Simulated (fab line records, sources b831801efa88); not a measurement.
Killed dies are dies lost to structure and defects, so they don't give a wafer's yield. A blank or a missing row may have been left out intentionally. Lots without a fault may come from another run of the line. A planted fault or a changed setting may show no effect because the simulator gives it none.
One fault through the eyes of 2 desks    flow gf180mcu    what lay behind the numbers comes last; until then each desk has only its own

== AT THE METROLOGY DESK ==
What the gauges read for every lot (on any tool): the sampled wafers with a number, averaged. If a lot's mean is further than 4 standard deviations from the usual mean, the lot is out of limits and carries the mark OUT (the distance appears in the brackets).
Columns: A = M1_OVL at GF_M1_OVL_MEAS_15, usual 3 nm; B = V1_BOW at GF_V1_BOW_MEAS_05, usual 80 um
lot   first seen here  A   B
L660  day 16 19:18     3   74
L661  day 16 22:54     0   77
L662  day 17 09:38     22  82
L665  day 18 22:50     -7  76
L667  day 20 00:00     11  85
L668  day 20 19:14     2   79
L673  day 22 09:37     10  82
L674  day 22 20:30     2   85
L678  day 23 14:08     1   83
L680  day 24 04:58     3   77
L679  day 24 10:37     -1  85
L681  day 24 11:37     3   88
L682  day 24 19:18     -3  87
Finding of this desk: none of the 13 lots has anything out of limits.

== AT THE TOOL OWNER'S DESK: pvdSputter-01 ==
At GF_M2_SPUTTER_01 (material TiN, target thk 30 nm, time 25 s) the tool's own readings: per lot run on this tool, the mean of the sampled wafers that have a number. If a lot's mean is further than 4 standard deviations from the usual mean, the lot is out of limits and carries the mark OUT (the distance appears in the brackets).
Columns: A = chamberPressurePa at GF_M2_SPUTTER_01, usual 0.4000 Pa; B = throttleValvePct at GF_M2_SPUTTER_01, usual 29.9 %
lot   first seen here  A                  B
L660  day 17 21:47     0.4006             29.9
L661  day 18 01:23     0.4001             29.6
L665  day 20 02:38     0.3995             29.3
L668  day 21 22:01     0.3942 (-6.5) OUT  30.3
L680  day 25 05:36     0.4006             29.1
L681  day 25 12:14     0.3992             29.3
L682  day 25 19:31     0.3997             29.8
This desk's verdict: out of limits on L668, starting with L668 at day 21 22:01 (chamberPressurePa at GF_M2_SPUTTER_01). L660, L661, L665, L680, L681, L682 stayed within limits.

== ALL TOGETHER ==
The tool owner's desk could have raised an alarm at day 21 22:01, on L668.
Nothing out of limits was seen by the metrology desk.
The metrology desk has L668 on record, within its limits.
The lots listed all ran GF_M2_SPUTTER_01 on pvdSputter-01.

== WHAT THE SIMULATOR HAD PUT IN ==
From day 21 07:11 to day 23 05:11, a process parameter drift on pvdSputter-01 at GF_M2_SPUTTER_01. Setting chamberPressurePa shifted by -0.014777 from 0.4. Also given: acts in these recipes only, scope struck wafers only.
Lots struck among those shown: L668.
Hours from the fault's start to each desk's first reading out of limits: the tool owner's desk, 15.
